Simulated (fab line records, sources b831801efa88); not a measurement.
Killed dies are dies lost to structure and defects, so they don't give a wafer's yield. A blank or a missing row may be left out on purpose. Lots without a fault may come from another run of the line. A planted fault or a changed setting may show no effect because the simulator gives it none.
Split-lot experiment | flow gf180mcu | 5 lots, 23 wafers read, on a route of 602 steps

THE SPLIT
At GF_LVPWELL_IMPLANT_08, the setting energy_kev was moved away from the recipe's 170 on 9 of the 23 wafers read, by -7.8% to +2.6%. The other wafers ran this setting at the recipe's value.

The reading is taken at the split's own step.

THE READING
implant.drp_nm (the simulator's own value, which no gauge read), in nm, at GF_LVPWELL_IMPLANT_08. The file gives no usual value for it.

wafer  | tool, chamber at the split | energy_kev as run | against the recipe | implant.drp_nm, nm | against lot-mates on the recipe
L076.1 | implanter-04, 0            | 170               | recipe             | 102.4              | -
L076.2 | implanter-04, 0            | 170               | recipe             | 102.4              | -
L076.3 | implanter-04, 0            | 174.4             | +2.6%              | 103.1              | +0.70
L076.5 | implanter-04, 0            | 174.4             | +2.6%              | 103.1              | +0.70
L076.6 | implanter-04, 0            | 174.4             | +2.6%              | 103.1              | +0.70
L078.1 | implanter-01, 0            | 165.6             | -2.6%              | 101.5              | -0.90
L078.6 | implanter-01, 0            | 165.6             | -2.6%              | 101.5              | -0.90
L078.2 | implanter-01, 0            | 170               | recipe             | 102.4              | -
L078.3 | implanter-01, 0            | 170               | recipe             | 102.4              | -
L078.4 | implanter-01, 0            | 170               | recipe             | 102.4              | -
L081.1 | implanter-01, 0            | 170               | recipe             | 102.4              | -
L081.2 | implanter-01, 0            | 170               | recipe             | 102.4              | -
L081.4 | implanter-01, 0            | 170               | recipe             | 102.4              | -
L081.3 | implanter-01, 0            | 156.8             | -7.8%              | 99.34              | -3.06
L081.6 | implanter-01, 0            | 156.8             | -7.8%              | 99.34              | -3.06
L080.1 | implanter-02, 0            | 170               | recipe             | 102.4              | -
L080.3 | implanter-02, 0            | 170               | recipe             | 102.4              | -
L080.5 | implanter-02, 0            | 170               | recipe             | 102.4              | -
L085.1 | implanter-01, 0            | 163.2             | -4.0%              | 100.9              | -1.50
L085.3 | implanter-01, 0            | 163.2             | -4.0%              | 100.9              | -1.50
L085.2 | implanter-01, 0            | 170               | recipe             | 102.4              | -
L085.5 | implanter-01, 0            | 170               | recipe             | 102.4              | -
L085.6 | implanter-01, 0            | 170               | recipe             | 102.4              | -

THE FIT
A straight line over all 23 wafers: implant.drp_nm changes by +0.369 nm for each +1% of energy_kev; r = +1.00; the points scatter about the line by 0.1 nm.
The same after taking each lot's own level away (the mean of its wafers on the recipe; 23 wafers): +0.369 nm for each +1%; r = +1.00; scatter 0.1 nm.
On that fit, the largest move of energy_kev shifts the reading by 2.9 nm.
The lots' own levels span 102.400 to 102.400 nm.
So the lot-to-lot level changes the slope little: the two slopes agree.
Check: with one of the wafers moved furthest among these (-7.8%) left out of the fit, the line predicts -2.84 nm for it against its lot-mates. It came out at -3.06 nm against them.

OTHER SPLITS ON THESE WAFERS
These wafers also went through other splits before the reading. Each is held against what the fit with the lots' levels taken away leaves over:
other split on the same wafers  | wafers away from the commonest value | r with implant.drp_nm (lot level and that fit taken away)
GF_STI_OXIDATION_01 temp_c      | 18                                   | +0.35
GF_DNWELL_COAT_02 resist_thk_nm | 8                                    | -0.39

THE WHOLE CHAIN: every reading that the file lists as answering this split, in the file's order
step                  | what it does | reading                                                         | change (the file's fit)               | r (the file's)
GF_LVPWELL_IMPLANT_08 |              | implant.rp_nm (the simulator's own value, which no gauge read)  | +3.63 nm for each +1% of the setting  | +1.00
GF_LVPWELL_IMPLANT_08 |              | implant.drp_nm (the simulator's own value, which no gauge read) | +0.376 nm for each +1% of the setting | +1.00

THE FILE'S OWN FIT
implant.drp_nm changes by +0.376 nm for each +1% of energy_kev, r = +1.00.
